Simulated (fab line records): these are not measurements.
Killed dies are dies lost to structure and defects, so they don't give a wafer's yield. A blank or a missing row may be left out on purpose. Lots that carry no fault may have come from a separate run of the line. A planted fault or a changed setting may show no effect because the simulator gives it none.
A lot that was struck, set against a sound lot :: flow sky130 :: 17 steps out of a route of 708
Sound: wafers L316.4, L316.5, L316.6. Struck: wafer L334.6. At the end, the cause is stated.
Per side, at each step with rows, come the tool, then ch with its chambers, and then its first start. Under that, the readings that differ: sound wafers :: struck wafers :: difference of the means :: sigmas: that difference in standard deviations of wafers without a fault.
alike: words and numbers the same on both sides, and readings whose means are apart by under 2 such deviations; not compared: readings that were withheld, readings missing a value for some wafer, numbers with overlapping values and no deviation given by the record, and bounds like >300 which may hide the same value.
Wherever a step has rows on one side only, a row that says differs or no value, or a row with sigmas, the two part there. Numbers that don't overlap but have no deviation are shown without sigmas and don't part them. A reading missing from all wafers of one side parts the sides only when that side holds two or more wafers.

first, 1 step without rows for these wafers: SKY_FIELD_ISO_DEVELOP_12 (develop time 60 s).
SKY_FIELD_ISO_CD_MEAS_13 targets a cd of 150 nm.
  sound: cdSem-01 at day 2 05:08; struck: cdSem-01 at day 6 02:19
  alike: cdNm
SKY_FIELD_ISO_ETCH_14: etches BARC in N2/H2, stops on SiO2, time 45.9 s, target depth 60 nm.
  sound on rieDiel-02 ch 0,2,3, day 2 05:11; struck on rieDiel-03 ch 3, day 6 02:22
  alike: drypumpMotorCurrentA, oesProductAu, throttleValvePct
  not compared: rfHoursCounterH
SKY_FIELD_ISO_ETCH_15: etches the open film in CHF3/O2, stops on Si, target depth 180 nm, time 72 s.
  sound on rieDiel-02 ch 0,2,3, day 2 05:14; struck on rieDiel-03 ch 3, day 6 02:25
  alike: drypumpMotorCurrentA, oesProductAu, throttleValvePct
  not compared: rfHoursCounterH
SKY_FIELD_ISO_STRIP_16: strips in O2/N2.
  sound on plasmaAsher-01 ch 0,1, day 2 05:19; struck on plasmaAsher-04 ch 1, day 6 02:31
  alike: drypumpMotorCurrentA, oesProductAu, stripTimeToEndpointS
  not compared: rfHoursCounterH
SKY_FIELD_ISO_ETCH_17: etches Si in HBr/Cl2/O2, target depth 342 nm, time 97.7 s.
  sound on rieSi-01 ch 0,1,2, day 2 05:23; struck on rieSi-02 ch 2, day 6 02:34
reading: oesProductAu (a.u.)
sound: 1.009 1.010 1.015
struck: 0.991
difference: -0.020
sigmas: -2
  alike: drypumpMotorCurrentA, mfcCl2Sccm, throttleValvePct
  not compared: rfHoursCounterH
then, 5 steps without rows for these wafers: SKY_FIELD_ISO_WET_ETCH_18 (etches Si3N4 in H3PO4, target depth 25 nm, time 286 s); SKY_FIELD_ISO_CLEAN_19 (cleans in SC1/SC2, time 150 s); SKY_FIELD_ISO_CLEAN_20 (cleans in dHF, time 20 s); SKY_FIELD_ISO_WET_ETCH_21 (etches SiO2 in dHF, target depth 20 nm, time 400 s); SKY_FIELD_ISO_OXIDATION_22 (stabilise 600 s, purge 300 s, target thk 10 nm).
SKY_FIELD_ISO_THK_MEAS_23:
  sound: filmMetro-04 at day 2 10:39; struck: filmMetro-03 at day 6 06:05
reading: FIELD_ISO_OXIDATION_01_THK (nm)
sound: 10.13 10.05 9.91
struck: 10.43
difference: +0.40
sigmas: +2
SKY_FIELD_ISO_CVD_24: deposits SiO2, target thk 595 nm, time 99.2 s.
  sound on hdpcvd-02 ch 0,1,2, day 2 10:43; struck on hdpcvd-01 ch 1, day 6 06:08
reading: model.SiO2_of_FIELD_ISO_CVD_24.thkNm (nm)
sound: 604.8 602.9 599.4
struck: 825.1
difference: +222.7
sigmas: 
  alike: susceptorTempC
SKY_FIELD_ISO_THK_MEAS_25:
  sound: filmMetro-02 at day 2 10:47; struck: filmMetro-02 at day 6 06:26
reading: FIELD_ISO_CVD_24_THK (nm)
sound: 604 603 600
struck: 825
difference: +223
sigmas: +29
  not compared: hold
SKY_FIELD_ISO_CMP_27: polishes, stops on Si3N4, t overpolish 16 s, target thk 457.8 nm.
  sound on cmp-01 ch 1,2,3, day 2 16:23; struck on cmp-02 ch 1, day 6 14:38
reading: timeToEndpointS (s)
sound: 112 113 111
struck: 154
difference: +42
sigmas: +12
  alike: motorCurrentA, retainingRingPressureFrac
then, 1 step without rows for these wafers: SKY_FIELD_ISO_WET_ETCH_28 (etches SiO2 in dHF, target depth 23.7 nm, time 47 s).
-- here the record skips 43 days between the struck wafers' starts before and after, leaving off in module FIELD_ISO and picking up in module PAD_OPEN (first step shown: number 708 of the route) --
SKY_PAD_OPEN_PROBE_99:
  sound: prober-02 at day 46 06:07; struck: prober-02 at day 50 02:00
  alike: killed_at_M0_to_M3, killed_at_M4_up, killedAtContacts, killedAtFrontEnd, killedAtOther, killedDies, killedOpen, killedShort

WHERE THEY PART
Earliest at SKY_FIELD_ISO_ETCH_17; latest, in this record, at SKY_FIELD_ISO_CMP_27. Later steps at which nothing parts them and some readings are alike: SKY_PAD_OPEN_PROBE_99.

WHY: what the simulator had put in
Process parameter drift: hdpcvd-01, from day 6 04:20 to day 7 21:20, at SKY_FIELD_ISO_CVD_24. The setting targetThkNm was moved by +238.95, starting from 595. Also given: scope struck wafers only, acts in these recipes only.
